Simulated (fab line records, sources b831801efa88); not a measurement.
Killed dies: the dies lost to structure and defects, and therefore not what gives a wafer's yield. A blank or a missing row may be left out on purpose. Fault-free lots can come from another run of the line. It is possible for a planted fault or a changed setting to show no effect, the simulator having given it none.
Commonality check across tools    flow sky130    Lots sampled 13, wafers sampled 39

REASON IT WAS OPENED
Of 13 lots, 2 have the reading SD_P_OVL flagged at SKY_SD_P_OVL_MEAS_08. No-fault wafers: -0.2 nm, standard deviation 1.4.
Rule: a lot is flagged when every wafer of it that has a number lies more than 4 standard deviations from that mean, or none has a number. All remaining lots are regarded as sound.

lot   measured      on          SD_P_OVL (nm), wafer by wafer  flag
L336  day 25 17:50  overlay-01  1.8 0.1 2.8                    
L337  day 26 05:32  overlay-02  -2.2 -2.6 0.0                  
L339  day 26 19:34  overlay-02  0.4 1.3 1.6                    
L340  day 27 03:15  overlay-01  -0.2 0.6 0.5                   
L343  day 28 18:17  overlay-01  0.9 -0.5 -0.1                  
L344  day 28 18:32  overlay-02  1.8 0.5 -0.1                   
L345  day 28 19:26  overlay-01  0.1 -1.6 -0.3                  
L347  day 29 17:52  overlay-01  -0.8 0.7 -2.3                  
L350  day 30 20:26  overlay-02  2.1 0.5 1.9                    
L351  day 30 21:05  overlay-01  55.7 57.2 53.8                 FLAGGED
L352  day 31 01:14  overlay-01  54.6 53.1 54.4                 FLAGGED
L355  day 32 06:32  overlay-01  -0.1 -0.6 0.1                  
L357  day 32 16:55  overlay-02  -1.8 -2.0 -2.8                 
The mean of the flagged lots' numbers is 54.8 nm, +55.0 nm from the usual (+39 standard deviations).

TOOL THAT RAN EACH LOT
The record keeps 1 process step preceding the reading, out of 708 steps on the route. Read each cell as the tool, then ch plus the chambers that the sampled wafers visited, then the start.
lot   flag     SKY_SD_P_EXPOSE_04
L336           iline_stepper-01 ch 0, day 25 03:37
L337           iline_stepper-02 ch 0, day 25 15:04
L339           iline_stepper-01 ch 0, day 26 06:36
L340           iline_stepper-02 ch 0, day 26 12:59
L343           iline_stepper-02 ch 0, day 28 04:47
L344           iline_stepper-02 ch 0, day 28 05:03
L345           iline_stepper-01 ch 0, day 28 05:40
L347           iline_stepper-01 ch 0, day 29 04:23
L350           iline_stepper-02 ch 0, day 30 07:07
L351  FLAGGED  iline_stepper-01 ch 0, day 30 07:31
L352  FLAGGED  iline_stepper-01 ch 0, day 30 11:45
L355           iline_stepper-02 ch 0, day 31 17:37
L357           iline_stepper-02 ch 0, day 32 03:25
These steps, and what they do:
- SKY_SD_P_EXPOSE_04: exposes mask PSDM, target cd 380 nm.
- SKY_SD_P_OVL_MEAS_08

FLAGGED OVER TOTAL, TOOL BY TOOL (the gauges that took the reading come last)
step                  tool              lots run  flagged  share of the flagged lots  sound lots run after its first flagged lot
SKY_SD_P_EXPOSE_04    iline_stepper-01  6         2        all                        0
SKY_SD_P_EXPOSE_04    iline_stepper-02  7         0        none                       -
SKY_SD_P_OVL_MEAS_08  overlay-01        8         2        all                        1 (L355)
SKY_SD_P_OVL_MEAS_08  overlay-02        5         0        none                       -

WHAT THE TABLE ALLOWS
Table rows that saw every flagged lot: 2, namely iline_stepper-01 at SKY_SD_P_EXPOSE_04 and overlay-01 at SKY_SD_P_OVL_MEAS_08.
- iline_stepper-01 at SKY_SD_P_EXPOSE_04: 2 of its 6 lots flagged. Its last sound lot is L347 (day 29 04:23), its first flagged lot L351 (day 30 07:31): a fault that began between those two fits.
- overlay-01 at SKY_SD_P_OVL_MEAS_08: 2 of its 8 lots flagged. Sound lots followed the first flagged one (L355) on it, something a lasting fault affecting the whole tool could not allow.
One tool is left: iline_stepper-01 at SKY_SD_P_EXPOSE_04.

WHAT THE SIMULATOR HAD INSERTED
Scanner matching overlay: iline_stepper-01, from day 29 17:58 on, at SKY_SD_P_EXPOSE_04. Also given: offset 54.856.
Lots struck among those shown: L351, L352. Same finding as the rule above.
